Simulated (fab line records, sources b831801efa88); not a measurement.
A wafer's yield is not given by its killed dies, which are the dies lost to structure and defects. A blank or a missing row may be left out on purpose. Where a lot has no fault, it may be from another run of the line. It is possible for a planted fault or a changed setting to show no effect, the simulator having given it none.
Which tool did it? ; flow sky130 ; 13 lots with 39 wafers sampled at 6 steps, on a route of 708 steps

== WHAT THE GAUGES SHOWED, per wafer ==
SKY_PWDE_OVL_MEAS_07.
lot;measured;on;PWDE_OVL (nm)
L204;day 4 08:50;overlay-02;-4.1 -3.9 -4.1
L205;day 4 11:51;overlay-02;1.4 0.2 2.6
L207;day 4 16:08;overlay-01;-1.2 -0.7 -1.5
L206;day 4 16:29;overlay-02;0.1 -0.5 0.7
L209;day 5 06:02;overlay-01;-1.0 -0.5 -0.2
L212;day 5 18:38;overlay-01;-1.2 -1.0 -0.8
L213;day 6 03:50;overlay-01;0.1 0.2 0.2
L214;day 6 09:26;overlay-02;-2.2 -0.9 -0.7
L215;day 6 18:05;overlay-01;0.2 -0.7 0.4
L216;day 7 00:20;overlay-01;1.2 0.2 0.6
L217;day 7 05:59;overlay-02;-0.5 0.3 0.7
L218;day 7 09:02;overlay-01;-0.9 -0.7 0.4
L219;day 7 15:31;overlay-02;-2.1 -3.4 -2.0

SKY_NWELL_TW_MEAS_26.
lot;measured;on;NWELL_2_TW
L204;day 5 21:13;film-metro-04;503 501 501
L205;day 6 00:31;film-metro-01;489 488 489
L207;day 6 06:28;film-metro-01;492 491 492
L206;day 6 07:02;film-metro-01;494 493 493
L209;day 6 20:07;film-metro-01;489 492 493
L212;day 7 11:10;film-metro-04;503 504 509
L213;day 7 21:01;film-metro-04;506 508 506
L214;day 8 03:50;film-metro-04;503 506 505
L215;day 8 12:12;film-metro-04;500 503 505
L216;day 8 19:54;film-metro-03;485 489 488
L217;day 9 01:32;film-metro-01;489 490 490
L218;day 9 05:04;film-metro-04;500 499 502
L219;day 9 12:29;film-metro-03;30 29 30

SKY_VT_ADJUST_HVTP_TW_MEAS_11.
lot;measured;on;VT_ADJUST_HVTP_TW
L204;day 6 17:47;film-metro-01;1338 1340 1343
L205;day 6 20:32;film-metro-02;1380 1376 1380
L207;day 7 02:43;film-metro-03;1330 1335 1336
L206;day 7 03:59;film-metro-01;1348 1341 1342
L209;day 7 17:14;film-metro-03;1335 1327 1333
L212;day 8 08:35;film-metro-03;1331 1334 1341
L213;day 8 18:35;film-metro-03;1339 1336 1325
L214;day 9 02:09;film-metro-02;1366 1370 1368
L215;day 9 11:26;film-metro-02;1365 1364 1363
L216;day 9 19:38;film-metro-03;1331 1330 1332
L217;day 10 00:50;film-metro-03;1335 1334 1337
L218;day 10 04:31;film-metro-03;1340 1334 1335
L219;day 10 11:59;film-metro-03;1333 1334 1334

SKY_SONOS_ONO_THK_MEAS_01.
lot;measured;on;SONOS_ONO_OXIDATION_THK (nm)
L204;day 12 12:02;film-metro-03;2.43 2.48 2.43
L205;day 12 16:02;film-metro-03;2.48 2.51 2.53
L207;day 12 22:37;film-metro-02;2.51 2.48 2.52
L206;day 13 00:41;film-metro-03;2.55 2.56 2.55
L209;day 13 16:22;film-metro-04;2.51 2.58 2.60
L212;day 14 12:55;film-metro-04;2.54 2.55 2.60
L213;day 15 01:59;film-metro-04;2.59 2.63 2.63
L214;day 15 08:23;film-metro-04;2.57 2.55 2.60
L215;day 15 22:55;film-metro-04;2.63 2.56 2.56
L216;day 16 09:23;film-metro-03;2.58 2.56 2.61
L217;day 16 15:08;film-metro-04;2.63 2.62 2.59
L218;day 16 21:25;film-metro-03;2.65 2.57 2.53
L219;day 17 05:22;film-metro-02;2.62 2.58 2.63

== TOOL THAT RAN EACH LOT (tool first, then ch and the chambers of the sampled wafers, then the start) ==
lot;SKY_NWELL_STRIP_14;SKY_NWELL_STRIP_25
L204;plasma-asher-02 ch 0,1, day 5 02:49;plasma-asher-04 ch 0,1, day 5 21:07
L205;plasma-asher-04 ch 0,1, day 5 06:13;plasma-asher-01 ch 0,1, day 6 00:26
L207;plasma-asher-02 ch 0,1, day 5 11:04;plasma-asher-01 ch 0,1, day 6 06:22
L206;plasma-asher-01 ch 0,1, day 5 11:17;plasma-asher-02 ch 0,1, day 6 06:55
L209;plasma-asher-04 ch 0,1, day 6 01:04;plasma-asher-04 ch 0,1, day 6 20:01
L212;plasma-asher-04 ch 0,1, day 6 14:58;plasma-asher-04 ch 0,1, day 7 11:04
L213;plasma-asher-01 ch 0,1, day 6 23:56;plasma-asher-02 ch 0,1, day 7 20:55
L214;plasma-asher-01 ch 0,1, day 7 06:35;plasma-asher-01 ch 0,1, day 8 03:43
L215;plasma-asher-04 ch 0,1, day 7 14:28;plasma-asher-01 ch 0,1, day 8 12:05
L216;plasma-asher-04 ch 0,1, day 7 21:58;plasma-asher-02 ch 0,1, day 8 19:48
L217;plasma-asher-02 ch 0,1, day 8 03:31;plasma-asher-02 ch 1, day 9 01:26
L218;plasma-asher-02 ch 0,1, day 8 06:19;plasma-asher-04 ch 0,1, day 9 04:58
L219;plasma-asher-02 ch 0,1, day 8 13:07;plasma-asher-04 ch 0,1, day 9 12:23
- SKY_NWELL_STRIP_14: strips in O2/N2.
- SKY_NWELL_STRIP_25: strips in O2/N2.

== WHAT THE TOOLS THEMSELVES READ (means of the sampled wafers that have a number; where no wafer has one, the mark that the record gives instead) ==
SKY_NWELL_STRIP_14.
lot;tool;chamber-pressure-mTorr (mTorr);drypump-motor-current-A (A);oes-product-au (a.u.);strip-time-to-endpoint-s (s)
L204;plasma-asher-02;1501.5;5.6;0.723;36.90
L205;plasma-asher-04;1499.8;6.4;0.722;36.93
L207;plasma-asher-02;1500.4;5.6;0.724;36.83
L206;plasma-asher-01;1500.3;5.4;0.717;36.88
L209;plasma-asher-04;1500.7;6.4;0.720;36.63
L212;plasma-asher-04;1500.4;6.4;0.726;36.84
L213;plasma-asher-01;1499.3;5.3;0.719;36.79
L214;plasma-asher-01;1500.9;5.4;0.719;36.78
L215;plasma-asher-04;1500.5;6.4;0.720;36.77
L216;plasma-asher-04;1500.3;6.4;0.724;37.02
L217;plasma-asher-02;1501.0;5.8;0.728;36.84
L218;plasma-asher-02;1499.7;5.8;0.720;36.82
L219;plasma-asher-02;1495.7;5.8;0.883;-

SKY_NWELL_STRIP_25.
lot;tool;chamber-pressure-mTorr (mTorr);drypump-motor-current-A (A);oes-product-au (a.u.);strip-time-to-endpoint-s (s)
L204;plasma-asher-04;1499.2;6.4;0.722;36.96
L205;plasma-asher-01;1501.1;5.3;0.720;36.85
L207;plasma-asher-01;1500.4;5.4;0.726;36.83
L206;plasma-asher-02;1499.7;5.7;0.720;36.76
L209;plasma-asher-04;1500.4;6.4;0.723;36.90
L212;plasma-asher-04;1501.6;6.4;0.721;36.85
L213;plasma-asher-02;1500.7;5.6;0.728;36.79
L214;plasma-asher-01;1499.9;5.4;0.720;37.01
L215;plasma-asher-01;1499.6;5.4;0.719;37.02
L216;plasma-asher-02;1499.8;5.6;0.720;36.94
L217;plasma-asher-02;1500.1;5.9;0.721;36.78
L218;plasma-asher-04;1500.4;6.4;0.723;36.85
L219;plasma-asher-04;1500.0;6.4;0.733;72.11

== THE ANSWER, worked out from the rows above alone ==
Rule: the lots themselves supply what counts as usual. The widest of any qualifying gaps counts: lots, ordered by their means at a reading, are off when they make up no more than a third of the lots, leave a main group of 4 or more, and stand apart from it by 3 or more times the standard deviation of that group's means. If all means in a main group match to the digits the tables above print for the reading, that group is not used. Also off: a lot with no number at a reading for which 4 or more lots have one. All remaining lots with rows at the step are treated as sound. Order of review: gauges by route order, followed by the tools' own readings, for which a lot's mean as printed above is used. At the first step where some lot is off, the reading lying furthest off is the one used; lots without a number count as furthest.
Off: L219, at SKY_NWELL_TW_MEAS_26 (NWELL_2_TW). The main group has a mean of 497 with a standard deviation of 6.9.
A tool fits if, at a process step before that reading, it ran every lot that is off, and no sound lot after the first of them. The gauges at SKY_NWELL_TW_MEAS_26 aren't tried: what is off there is off at SKY_NWELL_STRIP_14 too, on other tools, and a gauge's error can't cause that. Can't be told from this: 2 tools fit, plasma-asher-02 at SKY_NWELL_STRIP_14, plasma-asher-04 at SKY_NWELL_STRIP_25.

== WHAT WAS PUT IN BY THE SIMULATOR ==
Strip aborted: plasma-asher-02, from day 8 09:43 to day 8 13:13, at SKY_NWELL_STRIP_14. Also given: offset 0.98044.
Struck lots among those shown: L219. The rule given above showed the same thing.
